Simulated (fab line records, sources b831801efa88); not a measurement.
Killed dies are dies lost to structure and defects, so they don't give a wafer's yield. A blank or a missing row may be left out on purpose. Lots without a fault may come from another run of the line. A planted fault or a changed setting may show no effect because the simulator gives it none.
Which tool did it? | flow sky130 | 6 lots, 18 wafers sampled, at 3 steps of a route of 708

WHAT THE GAUGES READ, wafer by wafer
SKY_METAL5_RS_MEAS_05: measures by four-point-probe.
lot  | measured     | on            | METAL5_ALCU_RS (ohm/sq)
L686 | day 43 15:13 | film_metro-01 | 0.02723 0.02692 0.02703
L689 | day 44 07:19 | film_metro-03 | 0.02702 0.02697 0.02691
L691 | day 45 01:50 | film_metro-04 | 0.02676 0.02694 0.02679
L694 | day 45 17:17 | film_metro-03 | 0.02724 0.02723 0.02699
L698 | day 46 18:17 | film_metro-04 | 0.02685 0.02695 0.02701
L706 | day 48 15:26 | film_metro-03 | 0.02731 0.02714 0.0271

WHICH TOOL RAN EACH LOT (tool, then ch and the chambers of the sampled wafers, then the start)
lot  | SKY_VIA1_HDPCVD_00             | SKY_VIA4_CMP_21
L686 | hdpcvd-01 ch 0,1, day 33 16:30 | cmp-02 ch 0,3, day 43 14:42
L689 | hdpcvd-02 ch 0,1, day 34 14:17 | cmp-02 ch 2,3, day 44 06:51
L691 | hdpcvd-01 ch 0,2, day 35 07:51 | cmp-02 ch 0,2,3, day 45 01:22
L694 | hdpcvd-01 ch 1,2, day 36 03:59 | cmp-01 ch 0,1,2, day 45 16:49
L698 | hdpcvd-01 ch 0,1, day 37 13:06 | cmp-02 ch 0,1, day 46 17:49
L706 | hdpcvd-02 ch 1,2, day 39 22:43 | cmp-01 ch 1,2,3, day 48 15:02
- SKY_VIA1_HDPCVD_00: deposits SiO2, target thk 1030 nm, time 171.7 s.
- SKY_VIA4_CMP_21: polishes, stops on SiO2, t overpolish 25 s, target thk 0 nm.

THE ANSWER, worked out from the rows above alone
Rule: what is usual is taken from the lots themselves. Put in order of their means at a reading, lots are off if they are a third of the lots or fewer, leave a main group of 4 or more, and stand apart from it by a gap of 3 or more times the standard deviation of the main group's means; of several such gaps the widest counts. A main group whose means are all the same, to the digits that the tables above print for the reading, isn't used. A lot without any number at a reading at which 4 lots or more have one is off too. The other lots that the step has rows for count as sound.
No lot is off at any reading shown: from this, nothing can be told.

WHAT THE SIMULATOR HAD PUT IN
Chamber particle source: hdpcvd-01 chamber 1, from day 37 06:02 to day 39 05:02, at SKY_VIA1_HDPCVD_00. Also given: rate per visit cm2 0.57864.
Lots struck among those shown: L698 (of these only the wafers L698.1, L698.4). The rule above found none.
